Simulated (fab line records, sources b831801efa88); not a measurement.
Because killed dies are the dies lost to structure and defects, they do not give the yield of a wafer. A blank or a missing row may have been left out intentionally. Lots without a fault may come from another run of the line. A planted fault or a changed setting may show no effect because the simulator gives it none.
A struck lot beside a sound one -- flow sky130 -- 15 out of 708 route steps
Sound: the wafers L746.3, L746.4, L746.5. Struck: wafer L756.3. (L756.2, L756.6 of the same lot were not struck and are left out.) The cause comes at the end.
At each step with rows: each side's tool, then ch and its chambers, then its first start. Under that, the readings that differ: sound wafers -- struck wafers -- difference of the means -- sigmas: that difference in standard deviations of wafers without a fault.
alike: words and numbers the same on both sides, and readings whose means are apart by under 2 such deviations; not compared: readings that were withheld, readings missing a value for some wafer, numbers with overlapping values and no deviation given by the record, and bounds like >300 which may hide the same value.
A row with sigmas, a row that says differs or no value, or rows on one side alone: a step with any of these is where the two part. Non-overlapping numbers with no deviation appear without sigmas and do not part them. Lack of a reading on every wafer of one side parts them only where that side has two or more wafers.

SKY_METAL1_THK_MEAS_06: measures by xrf.
  sound on film_metro-03, day 31 14:04; struck on film_metro-02, day 35 00:43
  alike: METAL1_ALCU_THK
then, 8 steps without rows for these wafers: SKY_METAL1_DEHYDRATE_07 (time 60 s); SKY_METAL1_HMDS_08 (prime time 60 s); SKY_METAL1_COAT_09 (resist thk 60 nm); SKY_METAL1_COAT_10 (resist thk 450 nm); SKY_METAL1_SOFTBAKE_11 (time 90 s); SKY_METAL1_EXPOSE_12 (exposes mask MM1, target cd 140 nm); SKY_METAL1_PEB_13; SKY_METAL1_DEVELOP_14 (develop time 60 s).
SKY_METAL1_CD_MEAS_15: the cd target is 140 nm.
  sound on cd_sem-01, day 32 18:19; struck on cd_sem-01, day 36 02:50
  alike: cd_nm
SKY_METAL1_OVL_MEAS_16:
  sound on overlay-02, day 32 18:25; struck on overlay-01, day 36 02:56
  alike: METAL1_OVL
SKY_METAL1_DESCUM_17: chemistry O2, time 8 s.
  sound on rie_metal-03 ch 0, day 32 18:28; struck on rie_metal-04 ch 0, day 36 02:58
  alike: drypump_motor_current_A, oes_product_au
  not compared: rf_hours_counter_h
SKY_METAL1_ETCH_18: etches BARC in N2/H2, stops on SiO2, time 45.9 s, target depth 60 nm.
  sound on rie_metal-03 ch 0, day 32 18:32; struck on rie_metal-04 ch 0, day 36 03:00
reading,sound,struck,difference,sigmas
oes_product_au (a.u.),0.867 0.861 0.867,0.844,-0.021,-4
model.KrF-thick_of_METAL1_COAT_10.thk_nm (nm),395.5 395.3 395.9,399.6,+4.0,
model.etch.depth_nm (nm),60.49 60.7 60.48,59.12,-1.44,
  alike: drypump_motor_current_A, throttle_valve_pct
  not compared: rf_hours_counter_h
SKY_METAL1_METAL_ETCH_19: etches the open film in Cl2/BCl3, stops on SiO2, target depth 360 nm, time 79.16 s.
  sound on rie_metal-03 ch 0, day 32 18:41; struck on rie_metal-04 ch 0, day 36 03:04
  alike: drypump_motor_current_A, oes_product_au, throttle_valve_pct
  not compared: rf_hours_counter_h
-- the record jumps here: 12 days lie between the struck wafers' starts before and after (it left off in module METAL1 and takes up again in module PAD_OPEN, whose first step shown is number 708 of the route) --
SKY_PAD_OPEN_PROBE_99:
  sound on prober-01, day 45 21:17; struck on prober-02, day 48 10:39
reading,sound,struck,difference,sigmas
model.etest.tester.sort_n_pass,412 411 426,85,-331,
model.etest.tester.sort_yield_pct (%),83.74 83.54 86.59,17.28,-67.34,
model.etest.tester.sort_bin_3_pct (%),0.813 1.016 0.4065,64.43,+63.68,
model.etest.met4_comb.over_limit,0 0 0,1,+1,
model.etest.res_poly.short,0 0 0,1,+1,
model.etest.via1_chain.short,0 0 0,1,+1,
model.etest.met3.short,0 0 0,1,+1,
model.etest.li_comb.over_limit,0 0 0,1,+1,
  alike: defect_limited_yield, killed_at_M0_to_M3, killed_at_M4_up, killed_at_contacts, killed_at_front_end, killed_at_other, killed_dies, killed_open, killed_short

== WHERE THEY PART ==
Only at SKY_METAL1_ETCH_18, as far as this record shows. Later steps at which nothing parts them and some readings are alike: SKY_METAL1_METAL_ETCH_19, SKY_PAD_OPEN_PROBE_99.

WHY: whatever the simulator had introduced
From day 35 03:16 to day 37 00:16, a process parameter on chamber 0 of rie_metal-04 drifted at SKY_METAL1_ETCH_18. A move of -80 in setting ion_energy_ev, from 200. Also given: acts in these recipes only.
